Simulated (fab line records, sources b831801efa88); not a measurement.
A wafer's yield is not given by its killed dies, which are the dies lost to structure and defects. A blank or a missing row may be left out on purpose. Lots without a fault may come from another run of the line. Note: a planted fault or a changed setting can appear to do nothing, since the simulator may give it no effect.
fab line records :: flow sky130
record
  lots=6
  wafers=18
  last-day=49
route steps=708 shown POLY_GATE@235 LDD_N@237 PAD_OPEN@708
lots untouched by any fault: they come from a run of this same line in which no faults occurred
start-h: hours from the record's opening day to when the first of the lot's shown wafers began :: wait-h: hours from the lot's prior step to this one :: " repeats the value in the row above :: L1.1+2: a single row standing in for several wafers :: - no value present, or no start provided :: * or withheld: withheld :: < > ~ a bound
route shown NAME@n: a module of which the file shows steps, and the number in the route of the first :: usual: the fault-free wafers' mean and standard deviation :: same: alike in all rows :: chamber/n: place in a boat :: sites: each site's reading :: _std_site: how widely they spread, as a standard deviation :: _edge_site: outer sites' mean less inner sites' :: radius-mm: how far each site lies from the wafer's centre :: mask NAME#n: copy n :: behind: tool/chamber where the wafer was last shaped :: hold: what put the lot on hold/how long, in hours/how the hold closed :: device: which transistor (n, p or np) failed to switch :: end of line: the same wafers' tests at the end of the route :: step lacking rows: just its recipe :: killed: count of dies lost to structure and defects at first sort (not the wafer's yield) :: map: a wafer's dies, marking killed ones x, the rest . and places with no die _
set.NAME: the setting the step ran with; set.NAME@STEP: the setting that earlier step ran with :: model.NAME: the simulator's own value behind a step, which no gauge read
lots at some steps of the route; a table a step, a row a wafer
services: when a tool's chamber went out of use (start-h, in hours from the record's first day, below 0 if earlier), for how many hours, and the reason
## steps
# step SKY_POLY_GATE_THK_MEAS_21
# recipe
  reads=SiO2_of_POLY_GATE_OXIDATION_20
# usual
  POLY_GATE_OXIDATION_THK=3.99/0.092
lot.wafer: L843.2
tool: film-metro-02
chamber: -
start-h: 402.94
wait-h: 0.0
POLY_GATE_OXIDATION_THK[nm]: 4.10

lot.wafer: L843.3
tool: film-metro-02
chamber: -
start-h: 402.94
wait-h: 0.0
POLY_GATE_OXIDATION_THK[nm]: 4.06

lot.wafer: L843.4
tool: film-metro-02
chamber: -
start-h: 402.94
wait-h: 0.0
POLY_GATE_OXIDATION_THK[nm]: 4.01

lot.wafer: L849.2
tool: film-metro-03
chamber: -
start-h: 455.99
wait-h: 0.0
POLY_GATE_OXIDATION_THK[nm]: 4.06

lot.wafer: L849.3
tool: film-metro-03
chamber: -
start-h: 455.99
wait-h: 0.0
POLY_GATE_OXIDATION_THK[nm]: 4.07

lot.wafer: L849.6
tool: film-metro-03
chamber: -
start-h: 455.99
wait-h: 0.0
POLY_GATE_OXIDATION_THK[nm]: 4.03

lot.wafer: L850.1
tool: film-metro-02
chamber: -
start-h: 472.97
wait-h: 0.0
POLY_GATE_OXIDATION_THK[nm]: 4.01

lot.wafer: L850.2
tool: film-metro-02
chamber: -
start-h: 472.97
wait-h: 0.0
POLY_GATE_OXIDATION_THK[nm]: 4.00

lot.wafer: L850.3
tool: film-metro-02
chamber: -
start-h: 472.97
wait-h: 0.0
POLY_GATE_OXIDATION_THK[nm]: 3.98

lot.wafer: L851.2
tool: film-metro-04
chamber: -
start-h: 476.58
wait-h: 0.0
POLY_GATE_OXIDATION_THK[nm]: 4.08

lot.wafer: L851.4
tool: film-metro-04
chamber: -
start-h: 476.58
wait-h: 0.0
POLY_GATE_OXIDATION_THK[nm]: 4.02

lot.wafer: L851.6
tool: film-metro-04
chamber: -
start-h: 476.58
wait-h: 0.0
POLY_GATE_OXIDATION_THK[nm]: 4.02

lot.wafer: L852.2
tool: film-metro-02
chamber: -
start-h: 479.03
wait-h: 0.0
POLY_GATE_OXIDATION_THK[nm]: 4.14

lot.wafer: L852.4
tool: film-metro-02
chamber: -
start-h: 479.03
wait-h: 0.0
POLY_GATE_OXIDATION_THK[nm]: 4.11

lot.wafer: L852.5
tool: film-metro-02
chamber: -
start-h: 479.03
wait-h: 0.0
POLY_GATE_OXIDATION_THK[nm]: 4.14

lot.wafer: L857.2
tool: film-metro-03
chamber: -
start-h: 547.58
wait-h: 0.0
POLY_GATE_OXIDATION_THK[nm]: 3.94

lot.wafer: L857.4
tool: film-metro-03
chamber: -
start-h: 547.58
wait-h: 0.0
POLY_GATE_OXIDATION_THK[nm]: 3.89

lot.wafer: L857.5
tool: film-metro-03
chamber: -
start-h: 547.58
wait-h: 0.0
POLY_GATE_OXIDATION_THK[nm]: 3.95
# step SKY_POLY_GATE_CD_MEAS_22
# usual
  cd-nm=149.3/2.3
lot.wafer: L843.2
tool: cd-sem-02
chamber: -
start-h: 403.01
wait-h: 0.1
cd-nm: 146.9

lot.wafer: L843.3
tool: cd-sem-02
chamber: -
start-h: 403.01
wait-h: 0.1
cd-nm: 152.2

lot.wafer: L843.4
tool: cd-sem-02
chamber: -
start-h: 403.01
wait-h: 0.1
cd-nm: 150.8

lot.wafer: L849.2
tool: cd-sem-01
chamber: -
start-h: 456.07
wait-h: 0.1
cd-nm: 153.8

lot.wafer: L849.3
tool: cd-sem-01
chamber: -
start-h: 456.07
wait-h: 0.1
cd-nm: 149.3

lot.wafer: L849.6
tool: cd-sem-01
chamber: -
start-h: 456.07
wait-h: 0.1
cd-nm: 147.3

lot.wafer: L850.1
tool: cd-sem-01
chamber: -
start-h: 473.03
wait-h: 0.1
cd-nm: 149.1

lot.wafer: L850.2
tool: cd-sem-01
chamber: -
start-h: 473.03
wait-h: 0.1
cd-nm: 144.2

lot.wafer: L850.3
tool: cd-sem-01
chamber: -
start-h: 473.03
wait-h: 0.1
cd-nm: 150.9

lot.wafer: L851.2
tool: cd-sem-01
chamber: -
start-h: 476.66
wait-h: 0.1
cd-nm: 144.8

lot.wafer: L851.4
tool: cd-sem-01
chamber: -
start-h: 476.66
wait-h: 0.1
cd-nm: 147.2

lot.wafer: L851.6
tool: cd-sem-01
chamber: -
start-h: 476.66
wait-h: 0.1
cd-nm: 149.5

lot.wafer: L852.2
tool: cd-sem-02
chamber: -
start-h: 479.11
wait-h: 0.1
cd-nm: 150.9

lot.wafer: L852.4
tool: cd-sem-02
chamber: -
start-h: 479.11
wait-h: 0.1
cd-nm: 150.6

lot.wafer: L852.5
tool: cd-sem-02
chamber: -
start-h: 479.11
wait-h: 0.1
cd-nm: 154.4

lot.wafer: L857.2
tool: cd-sem-01
chamber: -
start-h: 547.66
wait-h: 0.1
cd-nm: 145.2

lot.wafer: L857.4
tool: cd-sem-01
chamber: -
start-h: 547.66
wait-h: 0.1
cd-nm: 148.8

lot.wafer: L857.5
tool: cd-sem-01
chamber: -
start-h: 547.66
wait-h: 0.1
cd-nm: 147.7
# step SKY_LDD_N_DEHYDRATE_00
# recipe
  temp-c=200
  time-s=60
# step SKY_LDD_N_HMDS_01
# recipe
  prime-time-s=60
  prime-temp-c=120
# step SKY_LDD_N_COAT_02
# recipe
  resist=NOVOLAK
  spin-rpm=3000
  resist-thk-nm=300
# step SKY_LDD_N_SOFTBAKE_03
# recipe
  temp-c=90
  time-s=60
  resist=NOVOLAK
# step SKY_LDD_N_EXPOSE_04
# recipe
  mask-id=NTM
  target-cd-nm=840
  na=0.6
  source-shape=conventional
  sigma-outer=0.6
  dose-mj=110
# step SKY_LDD_N_PEB_05
# recipe
  temp-c=withheld
  time-s=*
  resist=NOVOLAK
# step SKY_LDD_N_DEVELOP_06
# recipe
  develop-time-s=60
  dev-temp-c=23
# step SKY_LDD_N_OVL_MEAS_07
# usual
  LDD_N_OVL=1.5/1.6
lot.wafer: L843.2
tool: overlay-02
chamber: -
start-h: 433.29
wait-h: 0.1
LDD_N_OVL[nm]: 2.8

lot.wafer: L843.3
tool: overlay-02
chamber: -
start-h: 433.29
wait-h: 0.1
LDD_N_OVL[nm]: 3.2

lot.wafer: L843.4
tool: overlay-02
chamber: -
start-h: 433.29
wait-h: 0.1
LDD_N_OVL[nm]: 2.2

lot.wafer: L849.2
tool: overlay-01
chamber: -
start-h: 486.44
wait-h: 0.1
LDD_N_OVL[nm]: 2.4

lot.wafer: L849.3
tool: overlay-01
chamber: -
start-h: 486.44
wait-h: 0.1
LDD_N_OVL[nm]: 1.4

lot.wafer: L849.6
tool: overlay-01
chamber: -
start-h: 486.44
wait-h: 0.1
LDD_N_OVL[nm]: 2.8

lot.wafer: L850.1
tool: overlay-01
chamber: -
start-h: 503.39
wait-h: 0.1
LDD_N_OVL[nm]: 0.3

lot.wafer: L850.2
tool: overlay-01
chamber: -
start-h: 503.39
wait-h: 0.1
LDD_N_OVL[nm]: 0.0

lot.wafer: L850.3
tool: overlay-01
chamber: -
start-h: 503.39
wait-h: 0.1
LDD_N_OVL[nm]: 0.9

lot.wafer: L851.2
tool: overlay-01
chamber: -
start-h: 506.94
wait-h: 0.1
LDD_N_OVL[nm]: -0.9

lot.wafer: L851.4
tool: overlay-01
chamber: -
start-h: 506.94
wait-h: 0.1
LDD_N_OVL[nm]: 0.0

lot.wafer: L851.6
tool: overlay-01
chamber: -
start-h: 506.94
wait-h: 0.1
LDD_N_OVL[nm]: 0.0

lot.wafer: L852.2
tool: overlay-01
chamber: -
start-h: 509.24
wait-h: 0.1
LDD_N_OVL[nm]: 3.0

lot.wafer: L852.4
tool: overlay-01
chamber: -
start-h: 509.24
wait-h: 0.1
LDD_N_OVL[nm]: 2.1

lot.wafer: L852.5
tool: overlay-01
chamber: -
start-h: 509.24
wait-h: 0.1
LDD_N_OVL[nm]: 2.9

lot.wafer: L857.2
tool: overlay-02
chamber: -
start-h: 576.90
wait-h: 0.1
LDD_N_OVL[nm]: 2.6

lot.wafer: L857.4
tool: overlay-02
chamber: -
start-h: 576.90
wait-h: 0.1
LDD_N_OVL[nm]: 1.1

lot.wafer: L857.5
tool: overlay-02
chamber: -
start-h: 576.90
wait-h: 0.1
LDD_N_OVL[nm]: 2.6
# step SKY_LDD_N_IMPLANT_08
# recipe
  species=As
  energy-kev=20
  dose-cm2=7.5e+13
  tilt-deg=withheld
  rotation-deg=23
# step SKY_LDD_N_IMPLANT_09
# recipe
  species=As
  energy-kev=20
  dose-cm2=7.5e+13
  tilt-deg=withheld
  rotation-deg=113
# step SKY_LDD_N_IMPLANT_10
# recipe
  species=As
  energy-kev=20
  dose-cm2=7.5e+13
  tilt-deg=withheld
  rotation-deg=203
# usual
  rotation-deg=203.00/0.059
lot.wafer: L843.2
tool: implanter-02
chamber: 0
start-h: 433.65
wait-h: 0.1
rotation-deg: 203.06

lot.wafer: L843.3
tool: implanter-02
chamber: 0
start-h: 433.65
wait-h: 0.1
rotation-deg: 203.06

lot.wafer: L843.4
tool: implanter-02
chamber: 0
start-h: 433.65
wait-h: 0.1
rotation-deg: 203.02

lot.wafer: L849.2
tool: implanter-02
chamber: 0
start-h: 486.80
wait-h: 0.1
rotation-deg: 202.94

lot.wafer: L849.3
tool: implanter-02
chamber: 0
start-h: 486.80
wait-h: 0.1
rotation-deg: 203.00

lot.wafer: L849.6
tool: implanter-02
chamber: 0
start-h: 486.80
wait-h: 0.1
rotation-deg: 203.03

lot.wafer: L850.1
tool: implanter-04
chamber: 0
start-h: 503.72
wait-h: 0.1
rotation-deg: 202.90

lot.wafer: L850.2
tool: implanter-04
chamber: 0
start-h: 503.72
wait-h: 0.1
rotation-deg: 202.91

lot.wafer: L850.3
tool: implanter-04
chamber: 0
start-h: 503.72
wait-h: 0.1
rotation-deg: 202.99

lot.wafer: L851.2
tool: implanter-02
chamber: 0
start-h: 507.30
wait-h: 0.1
rotation-deg: 260.39

lot.wafer: L851.4
tool: implanter-02
chamber: 0
start-h: 507.30
wait-h: 0.1
rotation-deg: 260.36

lot.wafer: L851.6
tool: implanter-02
chamber: 0
start-h: 507.30
wait-h: 0.1
rotation-deg: 260.28

lot.wafer: L852.2
tool: implanter-02
chamber: 0
start-h: 509.60
wait-h: 0.1
rotation-deg: 260.17

lot.wafer: L852.4
tool: implanter-02
chamber: 0
start-h: 509.60
wait-h: 0.1
rotation-deg: 260.21

lot.wafer: L852.5
tool: implanter-02
chamber: 0
start-h: 509.60
wait-h: 0.1
rotation-deg: 260.25

lot.wafer: L857.2
tool: implanter-04
chamber: 0
start-h: 577.25
wait-h: 0.1
rotation-deg: 203.08

lot.wafer: L857.4
tool: implanter-04
chamber: 0
start-h: 577.25
wait-h: 0.1
rotation-deg: 202.98

lot.wafer: L857.5
tool: implanter-04
chamber: 0
start-h: 577.25
wait-h: 0.1
rotation-deg: 203.00
# step SKY_LDD_N_IMPLANT_11
# recipe
  species=As
  energy-kev=20
  dose-cm2=7.5e+13
  tilt-deg=withheld
  rotation-deg=293
# step SKY_PAD_OPEN_PROBE_99
# usual
  killed_at_M0_to_M3=44/6.5
  killed_at_M4_up=3.3/1.9
  killed-at-contacts=23/4.7
  killed-at-front-end=15/4.5
  killed-at-other=0.2/0.52
  killed-dies=86/8.9
  killed-open=47/6.8
  killed-short=39/6.1
# same
  gross-dies=492
  killed-at-back-side=0
lot.wafer: L849.2
tool: prober-01
chamber: -
start-h: 1134.85
wait-h: 0.1
killed_at_M0_to_M3: 48
killed_at_M4_up: 4
killed-at-contacts: 26
killed-at-front-end: 16
killed-at-other: 0
killed-dies: 94
killed-open: 51
killed-short: 43

lot.wafer: L849.3
tool: prober-01
chamber: -
start-h: 1134.90
wait-h: 0.2
killed_at_M0_to_M3: 47
killed_at_M4_up: 2
killed-at-contacts: 28
killed-at-front-end: 20
killed-at-other: 0
killed-dies: 97
killed-open: 54
killed-short: 43

lot.wafer: L849.6
tool: prober-01
chamber: -
start-h: 1135.05
wait-h: 0.2
killed_at_M0_to_M3: 51
killed_at_M4_up: 7
killed-at-contacts: 24
killed-at-front-end: 13
killed-at-other: 1
killed-dies: 96
killed-open: 55
killed-short: 41

lot.wafer: L850.1
tool: prober-02
chamber: -
start-h: 1136.31
wait-h: 0.1
killed_at_M0_to_M3: 40
killed_at_M4_up: 2
killed-at-contacts: 20
killed-at-front-end: 16
killed-at-other: 0
killed-dies: 78
killed-open: 42
killed-short: 36

lot.wafer: L850.2
tool: prober-02
chamber: -
start-h: 1136.36
wait-h: 0.1
killed_at_M0_to_M3: 45
killed_at_M4_up: 4
killed-at-contacts: 20
killed-at-front-end: 15
killed-at-other: 2
killed-dies: 86
killed-open: 47
killed-short: 39

lot.wafer: L850.3
tool: prober-02
chamber: -
start-h: 1136.41
wait-h: 0.2
killed_at_M0_to_M3: 34
killed_at_M4_up: 3
killed-at-contacts: 30
killed-at-front-end: 22
killed-at-other: 0
killed-dies: 89
killed-open: 53
killed-short: 36

lot.wafer: L851.2
tool: prober-01
chamber: -
start-h: 1138.81
wait-h: 0.1
killed_at_M0_to_M3: 37
killed_at_M4_up: 5
killed-at-contacts: 15
killed-at-front-end: 16
killed-at-other: 0
killed-dies: 73
killed-open: 42
killed-short: 31

lot.wafer: L851.4
tool: prober-01
chamber: -
start-h: 1138.91
wait-h: 0.2
killed_at_M0_to_M3: 32
killed_at_M4_up: 3
killed-at-contacts: 29
killed-at-front-end: 20
killed-at-other: 0
killed-dies: 84
killed-open: 49
killed-short: 35

lot.wafer: L851.6
tool: prober-01
chamber: -
start-h: 1139.01
wait-h: 0.2
killed_at_M0_to_M3: 39
killed_at_M4_up: 4
killed-at-contacts: 24
killed-at-front-end: 13
killed-at-other: 0
killed-dies: 80
killed-open: 43
killed-short: 37

lot.wafer: L852.2
tool: prober-02
chamber: -
start-h: 1139.19
wait-h: 0.1
killed_at_M0_to_M3: 58
killed_at_M4_up: 4
killed-at-contacts: 27
killed-at-front-end: 21
killed-at-other: 0
killed-dies: 110
killed-open: 63
killed-short: 47

lot.wafer: L852.4
tool: prober-02
chamber: -
start-h: 1139.29
wait-h: 0.2
killed_at_M0_to_M3: 58
killed_at_M4_up: 1
killed-at-contacts: 24
killed-at-front-end: 7
killed-at-other: 0
killed-dies: 90
killed-open: 49
killed-short: 41

lot.wafer: L852.5
tool: prober-02
chamber: -
start-h: 1139.34
wait-h: 0.2
killed_at_M0_to_M3: 55
killed_at_M4_up: 0
killed-at-contacts: 27
killed-at-front-end: 16
killed-at-other: 0
killed-dies: 98
killed-open: 57
killed-short: 41
# killed by level:class
L849.2 VIA1:geometric-particle:open=15 VIA3:geometric-particle:open=10 CONTACT:geometric-particle:open=8 LI_CONTACT:geometric-particle:open=7 LOCAL_INTERCONNECT:geometric-particle:short=7 FIELD_ISO:geometric-particle:short=6 VIA1:geometric-particle:short=5 METAL2:geometric-particle:short=5
L849.3 FIELD_ISO:geometric-particle:open=9 CONTACT:geometric-particle:open=8 CONTACT:geometric-particle:short=7 VIA2:geometric-particle:open=7 VIA3:geometric-particle:open=7 LOCAL_INTERCONNECT:geometric-particle:short=6 VIA1:geometric-particle:short=6 VIA1:geometric-particle:open=6
L849.6 VIA1:geometric-particle:open=15 CONTACT:geometric-particle:open=12 METAL2:geometric-particle:short=9 VIA2:geometric-particle:short=6 FIELD_ISO:geometric-particle:open=5 VIA3:geometric-particle:open=5 VIA2:geometric-particle:open=4 METAL4:geometric-particle:short=4
L850.1 FIELD_ISO:geometric-particle:open=9 VIA1:geometric-particle:open=9 CONTACT:geometric-particle:open=6 METAL1:geometric-particle:short=6 LOCAL_INTERCONNECT:geometric-particle:short=5 VIA1:geometric-particle:short=5 LI_CONTACT:geometric-particle:open=4 VIA2:geometric-particle:open=4
L850.2 VIA1:geometric-particle:open=11 VIA3:geometric-particle:open=10 CONTACT:geometric-particle:short=6 CONTACT:geometric-particle:open=6 FIELD_ISO:geometric-particle:short=5 LI_CONTACT:geometric-particle:open=5 METAL1:geometric-particle:short=5 VIA2:geometric-particle:open=4
L850.3 VIA1:geometric-particle:open=12 LI_CONTACT:geometric-particle:open=11 CONTACT:geometric-particle:open=9 SPACER:geometric-particle:open=5 LOCAL_INTERCONNECT:geometric-particle:short=5 FIELD_ISO:geometric-particle:short=4 POLY_GATE:geometric-particle:short=4 POLY_GATE:geometric-particle:open=4
L851.2 VIA1:geometric-particle:open=13 FIELD_ISO:geometric-particle:open=6 LI_CONTACT:geometric-particle:open=6 METAL2:geometric-particle:short=6 POLY_GATE:geometric-particle:short=4 VIA1:geometric-particle:short=4 CONTACT:geometric-particle:short=4 VIA3:geometric-particle:open=4
L851.4 CONTACT:geometric-particle:open=15 VIA1:geometric-particle:open=10 LI_CONTACT:geometric-particle:open=6 METAL2:geometric-particle:short=6 CONTACT:geometric-particle:short=5 VIA3:geometric-particle:open=5 FIELD_ISO:geometric-particle:short=4 POLY_GATE:geometric-particle:open=4
L851.6 VIA1:geometric-particle:open=9 CONTACT:geometric-particle:open=7 METAL1:geometric-particle:short=7 LI_CONTACT:geometric-particle:open=6 METAL2:geometric-particle:short=6 LI_CONTACT:geometric-particle:short=5 VIA2:geometric-particle:open=5 VIA3:geometric-particle:open=5
L852.2 VIA2:geometric-particle:open=12 VIA1:geometric-particle:open=11 VIA3:geometric-particle:open=9 CONTACT:geometric-particle:open=8 LI_CONTACT:geometric-particle:open=7 POLY_GATE:geometric-particle:open=6 CONTACT:geometric-particle:short=6 METAL1:geometric-particle:short=6
L852.4 VIA2:geometric-particle:open=12 VIA1:geometric-particle:open=11 CONTACT:geometric-particle:open=9 METAL2:geometric-particle:short=9 VIA3:geometric-particle:open=6 VIA3:geometric-particle:short=6 LI_CONTACT:geometric-particle:open=5 CONTACT:geometric-particle:short=4
L852.5 VIA1:geometric-particle:open=15 LI_CONTACT:geometric-particle:open=12 METAL2:geometric-particle:short=9 VIA2:geometric-particle:open=9 VIA3:geometric-particle:open=7 CONTACT:geometric-particle:short=6 FIELD_ISO:geometric-particle:short=5 METAL1:geometric-particle:short=5
## services
tool: implanter-02
chamber: -
start-h: 438.32
hours: 5.7
kind: repair

tool: implanter-04
chamber: -
start-h: 524.04
hours: 15.6
kind: pm
## key
first-sign
  step=SKY_LDD_N_IMPLANT_10
  reading=rotation-deg
  direction=up
  sigmas=99+
  usual=203.00
  struck=260.28
effect none on later readings
met-at SKY_LDD_N_IMPLANT_10
struck-wafers L851.2,L851.4,L851.6,L852.2,L852.4,L852.5
tester-left-out L851,L852
onset-between 486.80 507.30
fault
  kind=process-parameter-drift
  tool=implanter-02
  chamber=-
  onset-h=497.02
  steps=SKY_LDD_N_IMPLANT_10
  channel=rotation-deg
  offset=57.242
  shape=step
  end-h=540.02
  acts-in=these-recipes-only
  stated=203
# tester-left-out: of these lots the tester's yield and bins aren't shown, on N5 and GAA mostly nor the transistor test; their killed dies are dies lost to structure and defects alone, not to doping, threshold or leakage, so they don't give the yield
